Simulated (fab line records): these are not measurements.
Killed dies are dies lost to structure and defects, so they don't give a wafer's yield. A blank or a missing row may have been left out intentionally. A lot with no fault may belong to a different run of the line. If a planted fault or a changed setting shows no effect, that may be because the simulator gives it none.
fab line records	flow sky130
record lots=24	wafers=72	last-day=50
route steps=708 shown NWELL@63 LDD_P@265 SD_N@350 METAL1@437 VIA1@479 METAL4@600
lots untouched by any fault: they come from a run of this same line in which no faults occurred
start-h: start of the lot's first displayed wafer, in hours after the record's first day	wait-h: time in hours since the lot's previous step	" unchanged from the row above	L1.1+2: one row covering several wafers at once	- no value present, or no start provided	* or withheld: withheld	< > ~ a bound
route shown NAME@n: names a module that has steps shown in the file, with the first one's number in the route	usual: mean and standard deviation over wafers with no fault	same: alike in all rows	chamber/n: place in a boat	sites: each site's reading	_std_site: their standard deviation	_edge_site: inner sites' mean taken away from outer sites' mean	radius-mm: how far each site lies from the wafer's centre	mask NAME#n: copy n	behind: the tool/chamber that last shaped the wafer	hold: the reason the lot was held/the length of the hold in hours/how it ended	device: whichever transistor did not switch (one of n, p or np)	end of line: tests of these same wafers at the route's end	for a step that has no rows: nothing shown but its recipe	killed: at the first sort, the dies lost to defects and structure; wafer yield is something else	map: per-die view of a wafer (x killed, . not killed, _ where there is no die)
set.NAME: the setting that was run; set.NAME@STEP: the one run at that earlier step	model.NAME: the simulator's own value behind a step, which no gauge read
route steps across a sampled set of lots; one table per step, one row per wafer
services: from which hour (start-h, from the record's first day; less than 0 if before it) a tool's chamber was out of use, for how many hours, and why
## steps
# step SKY_NWELL_OVL_MEAS_10
# usual NWELL_00_OVL=-1.7/1.4
lot.wafer	tool	chamber	start-h	wait-h	NWELL_00_OVL[nm]
L074.1	overlay-01	-	95.80	-	-0.2
L074.4	"	-	"	"	-3.0
L074.6	"	-	"	"	-1.3
L075.2	overlay-01	-	96.32	-	-1.1
L075.4	"	-	"	"	-1.9
L075.5	"	-	"	"	-1.5
L076.2	overlay-02	-	103.55	-	-4.5
L076.3	"	-	"	"	-3.2
L076.6	"	-	"	"	-4.8
L077.2	overlay-01	-	103.90	-	-2.3
L077.3	"	-	"	"	-3.0
L077.5	"	-	"	"	-1.6
L078.2	overlay-01	-	111.02	-	-0.2
L078.4	"	-	"	"	-4.0
L078.5	"	-	"	"	0.6
L079.1	overlay-02	-	114.81	-	-2.6
L079.2	"	-	"	"	-1.5
L079.6	"	-	"	"	-3.2
L081.1	overlay-01	-	125.19	-	-3.9
L081.2	"	-	"	"	-4.5
L081.3	"	-	"	"	-4.8
L080.2	overlay-02	-	127.60	-	-2.9
L080.3	"	-	"	"	-3.3
L080.5	"	-	"	"	-2.5
L082.1	overlay-01	-	132.25	-	-0.3
L082.3	"	-	"	"	0.9
L082.6	"	-	"	"	-0.5
L083.1	overlay-02	-	139.99	-	-0.8
L083.2	"	-	"	"	-0.4
L083.4	"	-	"	"	-3.0
L084.1	overlay-01	-	145.79	-	-1.6
L084.2	"	-	"	"	-1.9
L084.4	"	-	"	"	-3.0
L085.2	overlay-01	-	151.30	-	-0.3
L085.4	"	-	"	"	-0.8
L085.6	"	-	"	"	0.7
L086.2	overlay-01	-	157.95	-	-0.7
L086.5	"	-	"	"	-0.6
L086.6	"	-	"	"	-1.0
L087.3	overlay-01	-	161.72	-	-1.3
L087.4	"	-	"	"	-1.5
L087.5	"	-	"	"	-2.6
L088.1	overlay-01	-	167.54	-	-1.7
L088.2	"	-	"	"	-0.7
L088.4	"	-	"	"	-1.7
L089.1	overlay-02	-	175.26	-	-1.2
L089.3	"	-	"	"	0.1
L089.5	"	-	"	"	-0.9
L090.2	overlay-01	-	181.07	-	-0.2
L090.3	"	-	"	"	-0.9
L090.5	"	-	"	"	-0.9
L091.3	overlay-02	-	184.27	-	-0.8
L091.4	"	-	"	"	-0.4
L091.6	"	-	"	"	-1.3
L092.1	overlay-01	-	189.56	-	-2.6
L092.2	"	-	"	"	-1.2
L092.3	"	-	"	"	-1.3
L093.4	overlay-01	-	197.01	-	-0.1
L093.5	"	-	"	"	-1.2
L093.6	"	-	"	"	-1.1
L094.2	overlay-01	-	203.12	-	-0.2
L094.3	"	-	"	"	0.6
L094.6	"	-	"	"	-1.3
L095.1	overlay-01	-	213.46	-	-1.4
L095.5	"	-	"	"	-1.1
L095.6	"	-	"	"	-0.4
L096.2	overlay-02	-	216.72	-	-3.9
L096.4	"	-	"	"	-2.8
L096.6	"	-	"	"	-2.9
L097.3	overlay-01	-	223.81	-	-1.3
L097.5	"	-	"	"	-2.6
L097.6	"	-	"	"	-1.5
# step SKY_LDD_P_STRIP_10
# recipe chemistry=O2/N2	power-w=1400	pressure-mtorr=1500	platen-temp-c=withheld	o2-flow-sccm=3000	n2-flow-sccm=300	overash-fraction=0.5
# usual drypump-motor-current-A=5.3/0.31	oes-product-au=0.716/0.0044	strip-time-to-endpoint-s=14.17/0.035
lot.wafer	tool	chamber	start-h	wait-h	drypump-motor-current-A	oes-product-au	rf-hours-counter-h	strip-time-to-endpoint-s
L074.1	plasma-asher-01	0	449.80	0.1	5.4	0.710	75	14.23
L074.4	"	1	"	"	5.3	0.714	-	14.20
L074.6	"	1	"	"	5.3	0.713	-	14.19
L075.2	plasma-asher-02	0	452.62	0.1	5.2	0.716	2	14.18
L075.4	"	1	"	"	5.9	0.712	-	14.18
L075.5	"	0	"	"	5.2	0.711	-	14.18
L077.2	plasma-asher-01	1	472.20	0.1	5.3	0.714	77	14.14
L077.3	"	1	"	"	5.3	0.718	-	14.12
L077.5	"	0	"	"	5.4	0.716	-	14.12
L076.2	plasma-asher-02	0	474.63	0.1	5.2	0.720	4	14.23
L076.3	"	1	"	"	5.8	0.714	-	14.20
L076.6	"	1	"	"	5.9	0.712	-	14.20
L078.2	plasma-asher-01	1	484.22	0.1	5.3	0.719	78	14.18
L078.4	"	1	"	"	5.3	0.711	-	14.21
L078.5	"	1	"	"	5.3	0.723	-	14.21
L079.1	plasma-asher-02	0	485.52	0.1	5.2	0.712	6	14.20
L079.2	"	1	"	"	5.9	0.713	6	14.16
L079.6	"	1	"	"	5.9	0.720	-	14.14
L081.1	plasma-asher-04	0	496.90	0.1	5.5	0.714	38	14.12
L081.2	"	1	"	"	4.9	0.711	38	14.20
L081.3	"	0	"	"	5.5	0.714	-	14.16
L080.2	plasma-asher-04	1	501.75	0.1	4.9	0.718	39	14.14
L080.3	"	0	"	"	5.5	0.711	-	14.18
L080.5	"	1	"	"	4.9	0.716	-	14.19
L082.1	plasma-asher-04	1	509.77	0.1	4.9	0.714	40	14.25
L082.3	"	0	"	"	5.5	0.712	-	14.20
L082.6	"	0	"	"	5.5	0.724	-	14.20
L083.1	plasma-asher-04	1	523.60	0.1	4.9	0.712	41	14.20
L083.2	"	0	"	"	5.5	0.717	41	14.21
L083.4	"	0	"	"	5.5	0.712	-	14.14
L084.1	plasma-asher-04	1	530.40	0.1	4.9	0.720	42	14.13
L084.2	"	0	"	"	5.5	0.716	42	14.12
L084.4	"	0	"	"	5.5	0.715	-	14.13
L085.2	plasma-asher-04	0	538.07	0.1	5.5	0.721	43	14.19
L085.4	"	1	"	"	4.9	0.722	-	14.19
L085.6	"	0	"	"	5.5	0.713	-	14.18
L086.2	plasma-asher-04	0	543.55	0.1	5.5	0.720	43	14.17
L086.5	"	1	"	"	4.9	0.727	-	14.15
L086.6	"	0	"	"	5.5	0.719	-	14.14
L087.3	plasma-asher-01	1	556.15	0.1	5.3	0.717	-	14.19
L087.4	"	0	"	"	5.4	0.721	-	14.17
L087.5	"	1	"	"	5.3	0.709	-	14.19
L088.1	plasma-asher-04	0	560.00	0.1	5.5	0.725	45	14.16
L088.2	"	1	"	"	4.9	0.719	45	14.15
L088.4	"	1	"	"	4.9	0.711	-	14.16
L089.1	plasma-asher-04	1	569.65	0.1	4.9	0.713	46	14.22
L089.3	"	1	"	"	4.9	0.714	-	14.16
L089.5	"	1	"	"	4.9	0.713	-	14.19
L091.3	plasma-asher-02	1	580.65	0.1	5.9	0.707	-	14.10
L091.4	"	0	"	"	5.2	0.716	-	14.15
L091.6	"	1	"	"	5.9	0.722	-	14.08
L090.2	plasma-asher-02	1	581.25	0.1	5.8	0.710	16	14.17
L090.3	"	0	"	"	5.2	0.715	-	14.21
L090.5	"	0	"	"	5.2	0.712	-	14.24
L092.1	plasma-asher-04	1	590.55	0.1	4.9	0.720	49	14.15
L092.2	"	0	"	"	5.5	0.724	49	14.13
L092.3	"	1	"	"	4.9	0.718	-	14.12
L093.4	plasma-asher-01	0	601.83	0.1	5.4	0.719	-	14.15
L093.5	"	0	"	"	5.4	0.719	-	14.16
L093.6	"	1	"	"	5.3	0.712	-	14.15
L094.2	plasma-asher-04	1	605.10	0.1	4.9	0.719	50	14.16
L094.3	"	1	"	"	4.9	0.708	-	14.13
L094.6	"	0	"	"	5.5	0.711	-	14.14
L095.1	plasma-asher-02	0	619.50	0.1	5.2	0.721	20	14.12
L095.5	"	0	"	"	5.2	0.708	-	14.18
L095.6	"	1	"	"	5.9	0.723	-	14.16
L096.2	plasma-asher-01	0	626.95	0.1	5.4	0.711	93	14.20
L096.4	"	0	"	"	5.4	0.717	-	14.18
L096.6	"	1	"	"	5.3	0.717	-	14.21
L097.3	plasma-asher-01	0	631.70	0.1	5.5	0.709	-	14.14
L097.5	"	0	"	"	5.4	0.711	-	14.16
L097.6	"	1	"	"	5.3	0.715	-	14.16
# step SKY_SD_N_OVL_MEAS_08
# usual SD_N_OVL=-0.7/1.5
lot.wafer	tool	chamber	start-h	wait-h	SD_N_OVL[nm]
L074.1	overlay-01	-	660.36	0.1	1.2
L074.4	"	-	"	"	1.3
L074.6	"	-	"	"	1.5
L075.2	overlay-02	-	662.52	0.1	1.9
L075.4	"	-	"	"	0.1
L075.5	"	-	"	"	0.5
L077.2	overlay-02	-	683.22	0.1	-2.0
L077.3	"	-	"	"	-1.9
L077.5	"	-	"	"	-1.5
L076.2	overlay-02	-	685.15	0.1	-1.4
L076.3	"	-	"	"	-1.0
L076.6	"	-	"	"	-3.0
L078.2	overlay-01	-	692.55	0.1	-0.3
L078.4	"	-	"	"	0.2
L078.5	"	-	"	"	0.0
L079.1	overlay-02	-	694.10	0.1	-0.5
L079.2	"	-	"	"	-0.7
L079.6	"	-	"	"	-3.1
L081.1	overlay-02	-	703.65	0.1	-1.4
L081.2	"	-	"	"	-2.4
L081.3	"	-	"	"	0.5
L080.2	overlay-01	-	707.92	0.1	-5.7
L080.3	"	-	"	"	-4.9
L080.5	"	-	"	"	-2.6
L082.1	overlay-01	-	716.21	0.1	1.2
L082.3	"	-	"	"	-0.7
L082.6	"	-	"	"	-0.1
L083.1	overlay-01	-	727.81	0.1	1.4
L083.2	"	-	"	"	1.0
L083.4	"	-	"	"	0.4
L084.1	overlay-02	-	736.36	0.1	-0.6
L084.2	"	-	"	"	-0.6
L084.4	"	-	"	"	-0.9
L085.2	overlay-01	-	741.12	0.1	0.0
L085.4	"	-	"	"	1.4
L085.6	"	-	"	"	-0.7
L086.2	overlay-01	-	747.32	0.1	-0.9
L086.5	"	-	"	"	0.1
L086.6	"	-	"	"	0.6
L087.3	overlay-01	-	757.32	0.1	-0.6
L087.4	"	-	"	"	-1.0
L087.5	"	-	"	"	-1.4
L088.1	overlay-02	-	764.01	0.1	-0.8
L088.2	"	-	"	"	0.5
L088.4	"	-	"	"	-1.3
L089.1	overlay-01	-	770.50	0.1	1.2
L089.3	"	-	"	"	-0.5
L089.5	"	-	"	"	-0.4
L091.3	overlay-01	-	782.22	0.1	-1.3
L091.4	"	-	"	"	-2.7
L091.6	"	-	"	"	-3.1
L090.2	overlay-01	-	782.57	0.1	0.7
L090.3	"	-	"	"	0.5
L090.5	"	-	"	"	-1.6
L092.1	overlay-01	-	790.21	0.1	-3.6
L092.2	"	-	"	"	-0.4
L092.3	"	-	"	"	-1.5
L093.4	overlay-01	-	799.86	0.1	-0.9
L093.5	"	-	"	"	-2.0
L093.6	"	-	"	"	-0.4
L094.2	overlay-01	-	801.52	0.1	-2.2
L094.3	"	-	"	"	-2.5
L094.6	"	-	"	"	-0.5
L095.1	overlay-01	-	815.86	0.1	1.8
L095.5	"	-	"	"	-2.3
L095.6	"	-	"	"	-2.5
L096.2	overlay-01	-	822.97	0.1	-0.9
L096.4	"	-	"	"	-4.3
L096.6	"	-	"	"	0.3
L097.3	overlay-01	-	827.91	0.1	-1.9
L097.5	"	-	"	"	-2.0
L097.6	"	-	"	"	-1.8
# step SKY_METAL1_SPUTTER_03
# recipe material=Ti	target-thk-nm=5	power-w=3000	time-s=3.3	chamber-pressure-pa=0.4
# usual chamber-pressure-pa=0.4000/0.0011	throttle-valve-pct=30.3/1.1
lot.wafer	tool	chamber	start-h	wait-h	chamber-pressure-pa	throttle-valve-pct
L074.1	pvd-sputter-01	-	750.60	0.0	0.3994	29.8
L074.4	"	-	"	"	0.4002	30.6
L074.6	"	-	"	"	0.3993	29.0
L075.2	pvd-sputter-03	-	753.14	0.0	0.4000	32.2
L075.4	"	-	"	"	0.4017	29.5
L075.5	"	-	"	"	0.4007	29.5
L077.2	pvd-sputter-01	-	772.94	0.0	0.4007	30.3
L077.3	"	-	"	"	0.4002	29.7
L077.5	"	-	"	"	0.3993	30.6
L076.2	pvd-sputter-03	-	774.66	0.0	0.4006	31.5
L076.3	"	-	"	"	0.4009	29.6
L076.6	"	-	"	"	0.3998	29.4
L078.2	pvd-sputter-03	-	781.33	0.0	0.3995	31.3
L078.4	"	-	"	"	0.3990	29.2
L078.5	"	-	"	"	0.3993	29.5
L079.1	pvd-sputter-01	-	782.49	0.0	0.3991	30.6
L079.2	"	-	"	"	0.4001	28.7
L079.6	"	-	"	"	0.3994	30.6
L081.1	pvd-sputter-03	-	792.88	0.0	0.3987	32.1
L081.2	"	-	"	"	0.3987	31.3
L081.3	"	-	"	"	0.4001	29.3
L080.2	pvd-sputter-03	-	795.68	0.0	0.4002	29.4
L080.3	"	-	"	"	0.3998	31.4
L080.5	"	-	"	"	0.4005	30.0
L082.1	pvd-sputter-02	-	804.47	0.0	0.4005	29.9
L082.3	"	-	"	"	0.4006	30.2
L082.6	"	-	"	"	0.4002	29.2
L083.1	pvd-sputter-03	-	814.01	0.0	0.4008	29.0
L083.2	"	-	"	"	0.4003	31.3
L083.4	"	-	"	"	0.4010	30.0
L084.1	pvd-sputter-03	-	823.22	0.0	0.4012	29.4
L084.2	"	-	"	"	0.3996	32.1
L084.4	"	-	"	"	0.3987	29.9
L085.2	pvd-sputter-03	-	828.21	0.0	0.4000	30.2
L085.4	"	-	"	"	0.4001	32.4
L085.6	"	-	"	"	0.3993	32.4
L086.2	pvd-sputter-03	-	834.33	0.0	0.3999	29.5
L086.5	"	-	"	"	0.3998	30.1
L086.6	"	-	"	"	0.4016	32.2
L087.3	pvd-sputter-03	-	843.20	0.0	0.3999	30.2
L087.4	"	-	"	"	0.3988	32.3
L087.5	"	-	"	"	0.3995	31.3
L088.1	pvd-sputter-02	-	849.03	0.0	0.4006	30.9
L088.2	"	-	"	"	0.3997	29.3
L088.4	"	-	"	"	0.3992	29.9
L089.1	pvd-sputter-02	-	855.95	0.0	0.3996	30.9
L089.3	"	-	"	"	0.4002	30.6
L089.5	"	-	"	"	0.3992	30.1
L091.3	pvd-sputter-02	-	866.94	0.0	0.4002	30.4
L091.4	"	-	"	"	0.3996	29.8
L091.6	"	-	"	"	0.4008	30.5
L090.2	pvd-sputter-01	-	867.24	0.0	0.4000	28.7
L090.3	"	-	"	"	0.4002	30.4
L090.5	"	-	"	"	0.3993	28.7
L092.1	pvd-sputter-03	-	874.67	0.0	0.4012	30.0
L092.2	"	-	"	"	0.4009	31.4
L092.3	"	-	"	"	0.4004	29.3
L093.4	pvd-sputter-03	-	885.27	0.0	0.4015	30.0
L093.5	"	-	"	"	0.4003	29.8
L093.6	"	-	"	"	0.4020	31.2
L094.2	pvd-sputter-02	-	886.83	0.0	0.4016	29.1
L094.3	"	-	"	"	0.3999	29.9
L094.6	"	-	"	"	0.4002	30.0
L095.1	pvd-sputter-02	-	899.58	0.0	0.3993	29.3
L095.5	"	-	"	"	0.4004	31.0
L095.6	"	-	"	"	0.3999	29.3
L096.2	pvd-sputter-01	-	907.37	0.0	0.4006	28.7
L096.4	"	-	"	"	0.4008	29.8
L096.6	"	-	"	"	0.4011	29.8
L097.3	pvd-sputter-02	-	912.87	0.0	0.4005	30.1
L097.5	"	-	"	"	0.4009	30.2
L097.6	"	-	"	"	0.4001	29.1
# step SKY_VIA1_CVD_21
# recipe material=W	target-thk-nm=270	time-s=80.902	temp-c=400	pressure-torr=40
# usual heater-power-w=791/91
lot.wafer	tool	chamber	start-h	wait-h	heater-power-w
L074.1	cvd-w-01	1	806.39	0.0	732
L074.4	"	1	"	"	741
L074.6	"	0	"	"	730
L075.2	cvd-w-01	1	808.24	0.0	738
L075.4	"	1	"	"	742
L075.5	"	1	"	"	724
L077.2	cvd-w-01	1	829.75	0.0	741
L077.3	"	0	"	"	723
L077.5	"	1	"	"	745
L076.2	cvd-w-01	1	830.85	0.0	754
L076.3	"	1	"	"	723
L076.6	"	0	"	"	712
L078.2	cvd-w-01	1	835.94	0.0	745
L078.4	"	1	"	"	732
L078.5	"	0	"	"	718
L079.1	cvd-w-02	0	836.30	0.0	852
L079.2	"	1	"	"	929
L079.6	"	1	"	"	925
L081.1	cvd-w-01	1	848.32	0.0	742
L081.2	"	0	"	"	716
L081.3	"	0	"	"	722
L080.2	cvd-w-02	0	850.56	0.0	851
L080.3	"	0	"	"	848
L080.5	"	0	"	"	824
L082.1	cvd-w-01	1	859.24	0.0	741
L082.3	"	1	"	"	744
L082.6	"	0	"	"	714
L083.1	cvd-w-02	0	868.54	0.0	839
L083.2	"	1	"	"	920
L083.4	"	1	"	"	923
L084.1	cvd-w-02	0	878.21	0.0	856
L084.2	"	1	"	"	917
L084.4	"	1	"	"	925
L085.2	cvd-w-01	0	883.37	0.0	729
L085.4	"	1	"	"	749
L085.6	"	1	"	"	728
L086.2	cvd-w-01	1	889.09	0.0	742
L086.5	"	1	"	"	744
L086.6	"	0	"	"	735
L087.3	cvd-w-02	1	896.53	0.1	916
L087.4	"	0	"	"	861
L087.5	"	0	"	"	851
L088.1	cvd-w-01	0	902.65	0.0	715
L088.2	"	1	"	"	730
L088.4	"	1	"	"	747
L089.1	cvd-w-02	1	909.03	0.0	921
L089.3	"	1	"	"	951
L089.5	"	0	"	"	853
L091.3	cvd-w-01	1	919.11	0.1	705
L091.4	"	0	"	"	681
L091.6	"	0	"	"	671
L090.2	cvd-w-02	1	919.39	0.0	929
L090.3	"	0	"	"	888
L090.5	"	1	"	"	935
L092.1	cvd-w-02	1	928.00	0.0	932
L092.2	"	0	"	"	863
L092.3	"	0	"	"	853
L093.4	cvd-w-02	0	937.92	0.1	842
L093.5	"	1	"	"	944
L093.6	"	0	"	"	871
L094.2	cvd-w-01	1	939.07	0.0	690
L094.3	"	0	"	"	682
L094.6	"	1	"	"	707
L095.1	cvd-w-02	0	951.29	0.0	843
L095.5	"	1	"	"	921
L095.6	"	0	"	"	858
L096.2	cvd-w-01	1	959.37	0.0	694
L096.4	"	1	"	"	695
L096.6	"	1	"	"	712
L097.3	cvd-w-01	0	964.64	0.1	698
L097.5	"	0	"	"	666
L097.6	"	1	"	"	696
# step SKY_METAL4_SPUTTER_02
# recipe material=AlCu	target-thk-nm=735	power-w=10600	time-s=39.1	chamber-pressure-pa=0.4
# usual chamber-pressure-pa=0.4000/0.0008	throttle-valve-pct=30.1/1.2
lot.wafer	tool	chamber	start-h	wait-h	chamber-pressure-pa	throttle-valve-pct
L074.1	pvd-sputter-04	-	942.15	0.0	0.4006	33.2
L074.4	"	-	"	"	0.3995	29.9
L074.6	"	-	"	"	0.3992	32.9
L075.2	pvd-sputter-04	-	944.73	0.0	0.4006	30.9
L075.4	"	-	"	"	0.4004	30.4
L075.5	"	-	"	"	0.4001	33.0
L077.2	pvd-sputter-02	-	964.59	0.0	0.3983	30.0
L077.3	"	-	"	"	0.3986	29.8
L077.5	"	-	"	"	0.3984	29.8
L076.2	pvd-sputter-04	-	966.82	0.0	0.3998	30.2
L076.3	"	-	"	"	0.4022	31.1
L076.6	"	-	"	"	0.4006	30.8
L078.2	pvd-sputter-04	-	969.33	0.0	0.3994	30.2
L078.4	"	-	"	"	0.4010	30.1
L078.5	"	-	"	"	0.4004	31.1
L079.1	pvd-sputter-01	-	970.63	0.0	0.4000	29.0
L079.2	"	-	"	"	0.3991	30.1
L079.6	"	-	"	"	0.4002	30.4
L081.1	pvd-sputter-04	-	980.80	0.0	0.3987	30.3
L081.2	"	-	"	"	0.3993	30.2
L081.3	"	-	"	"	0.3997	33.1
L080.2	pvd-sputter-01	-	982.93	0.0	0.3994	28.5
L080.3	"	-	"	"	0.4008	29.9
L080.5	"	-	"	"	0.3995	28.3
L082.1	pvd-sputter-04	-	991.80	0.0	0.3985	33.0
L082.3	"	-	"	"	0.4001	30.4
L082.6	"	-	"	"	0.4000	30.0
L083.1	pvd-sputter-01	-	999.78	0.0	0.4007	30.3
L083.2	"	-	"	"	0.4001	29.9
L083.4	"	-	"	"	0.4003	28.7
L084.1	pvd-sputter-02	-	1008.09	0.0	0.4004	30.2
L084.2	"	-	"	"	0.4004	30.5
L084.4	"	-	"	"	0.4016	29.2
L085.2	pvd-sputter-01	-	1012.68	0.0	0.3995	29.8
L085.4	"	-	"	"	0.3998	30.8
L085.6	"	-	"	"	0.3996	28.8
L086.2	pvd-sputter-01	-	1018.76	0.0	0.4014	29.9
L086.5	"	-	"	"	0.3998	30.0
L086.6	"	-	"	"	0.4003	30.4
L087.3	pvd-sputter-01	-	1023.65	0.0	0.4007	28.6
L087.4	"	-	"	"	0.4007	28.8
L087.5	"	-	"	"	0.4001	30.6
L088.1	pvd-sputter-04	-	1029.98	0.0	0.4000	29.9
L088.2	"	-	"	"	0.4009	30.0
L088.4	"	-	"	"	0.3998	30.9
L089.1	pvd-sputter-01	-	1034.99	0.0	0.3997	29.8
L089.3	"	-	"	"	0.4008	28.7
L089.5	"	-	"	"	0.4008	28.6
L091.3	pvd-sputter-01	-	1045.48	0.0	0.3998	28.7
L091.4	"	-	"	"	0.3992	29.0
L091.6	"	-	"	"	0.3994	29.7
L090.2	pvd-sputter-01	-	1045.83	0.0	0.3999	29.9
L090.3	"	-	"	"	0.4000	28.9
L090.5	"	-	"	"	0.3993	29.1
L092.1	pvd-sputter-01	-	1052.62	0.0	0.4006	29.2
L092.2	"	-	"	"	0.4002	28.6
L092.3	"	-	"	"	0.4010	29.8
L093.4	pvd-sputter-02	-	1060.45	0.0	0.3991	30.0
L093.5	"	-	"	"	0.4004	30.9
L093.6	"	-	"	"	0.4018	30.4
L094.2	pvd-sputter-01	-	1062.52	0.0	0.4009	28.8
L094.3	"	-	"	"	0.3996	30.4
L094.6	"	-	"	"	0.3991	28.7
L095.1	pvd-sputter-01	-	1072.03	0.0	0.3989	28.8
L095.5	"	-	"	"	0.3994	28.6
L095.6	"	-	"	"	0.4014	29.8
L096.2	pvd-sputter-04	-	1079.88	0.0	0.4006	30.7
L096.4	"	-	"	"	0.3992	30.2
L096.6	"	-	"	"	0.4000	30.2
L097.3	pvd-sputter-04	-	1083.75	0.0	0.3995	30.0
L097.5	"	-	"	"	0.4010	31.0
L097.6	"	-	"	"	0.3997	33.0
## services
tool	chamber	start-h	hours	kind
cvd-w-01	0	448.80	9.1	repair
cvd-w-01	-	456.91	2.8	pm
cvd-w-01	1	464.04	1.6	repair
pvd-sputter-01	-	465.88	2.9	repair
pvd-sputter-01	-	516.27	5.4	repair
cvd-w-01	0	535.84	9.9	repair
pvd-sputter-01	-	540.67	2.4	repair
cvd-w-01	0	594.35	25.9	repair
pvd-sputter-03	-	604.68	17.4	repair
plasma-asher-04	-	618.87	3.2	repair
pvd-sputter-03	-	647.53	2.6	repair
cvd-w-01	-	649.89	0.8	repair
pvd-sputter-01	-	659.72	7.9	repair
cvd-w-01	-	666.10	6.0	pm
cvd-w-01	-	696.43	1.0	repair
cvd-w-01	0	860.37	10.2	repair
cvd-w-01	1	865.92	8.0	repair
cvd-w-01	-	904.00	14.0	pm
cvd-w-01	1	904.62	3.2	repair
pvd-sputter-01	-	944.64	1.7	repair
plasma-asher-04	-	952.03	2.8	pm
cvd-w-01	-	952.27	2.3	repair
plasma-asher-04	-	957.08	2.3	repair
pvd-sputter-03	-	994.82	4.9	repair
## key
fault none
